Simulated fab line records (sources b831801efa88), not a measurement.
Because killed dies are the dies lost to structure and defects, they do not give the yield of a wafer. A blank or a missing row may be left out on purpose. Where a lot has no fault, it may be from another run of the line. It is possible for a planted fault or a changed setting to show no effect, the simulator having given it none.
One fault seen from 2 desks    flow gf180mcu    each desk holds nothing but its own numbers, with what lay behind them at the end

## THE METROLOGY DESK
What the gauges read for every lot (on any tool): the sampled wafers with a number, averaged. A lot is out of limits, marked OUT, if its mean lies more than 4 standard deviations from the usual mean; the brackets give that distance.
Columns: A = cdNm at GF_NSD_CD_MEAS_07, usual 400.2 nm; B = cdNm at GF_PSD_CD_MEAS_07, usual 399.3 nm; C = SALICIDE_TIN_RS at GF_SALICIDE_RS_MEAS_04, usual 16.37 ohm/sq
lot   first seen here  A      B      C
L672  day 13 14:27     401.7  399.5  16.15
L673  day 13 17:28     400.9  400.6  16.45
L675  day 14 08:55     401.4  397.9  15.99
L678  day 15 08:23     400.7  400.8  20.11 (+14) OUT
L679  day 15 22:10     397.1  396.5  16.64
L682  day 16 18:34     397.3  398.0  21.99 (+22) OUT
L687  day 18 15:41     404.5  399.3  16.39
L688  day 19 04:34     397.2  395.8  15.95
L689  day 19 06:05     399.5  404.2  16.31
L690  day 19 13:53     400.7  398.8  16.09
L691  day 19 20:07     398.4  397.5  16.32
L692  day 20 07:07     402.9  399.0  16.28
L694  day 20 22:29     398.0  397.3  16.07
L695  day 21 03:57     398.7  400.1  16.12
This desk's result: L678, L682 out of limits, first on L678 (SALICIDE_TIN_RS at GF_SALICIDE_RS_MEAS_04), day 17 06:37. L672, L673, L675, L679, L687, L688, L689, L690, L691, L692, L694, L695: within limits.

## FOR THE TOOL OWNER'S DESK: pvdSputter-04
The tool's own readings at GF_SALICIDE_SPUTTER_02 (material Co, target thk 10 nm, time 20 s): means of the sampled wafers that have a number, for each lot that ran on this tool. A lot is out of limits, marked OUT, if its mean lies more than 4 standard deviations from the usual mean; the brackets give that distance.
Columns: A = throttleValvePct at GF_SALICIDE_SPUTTER_02, usual 29.6 %
lot   first seen here  A
L673  day 15 12:55     29.4
L675  day 16 04:39     28.7
L678  day 17 06:32     28.7
L682  day 18 18:48     28.6
L689  day 21 07:45     29.5
L690  day 21 15:57     28.7
L691  day 21 21:16     28.9
L694  day 22 23:30     28.8
L695  day 23 04:34     28.9
Finding of this desk: none of the 9 lots has anything out of limits.

## ALL TOGETHER
The metrology desk could have raised an alarm at day 17 06:37, on L678, L682.
The tool owner's desk saw nothing out of limits.
The tool owner's desk has L678, L682 on record, within its limits.
Of the lots named, all ran GF_SALICIDE_SPUTTER_02 on pvdSputter-04.

## WHAT THE SIMULATOR HAD INSERTED
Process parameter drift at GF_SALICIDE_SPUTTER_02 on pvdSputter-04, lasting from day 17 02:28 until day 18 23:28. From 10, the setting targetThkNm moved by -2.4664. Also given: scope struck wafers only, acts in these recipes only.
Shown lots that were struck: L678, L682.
Time in hours between the start of the fault and the first out-of-limits reading at each desk: metrology desk, 4.
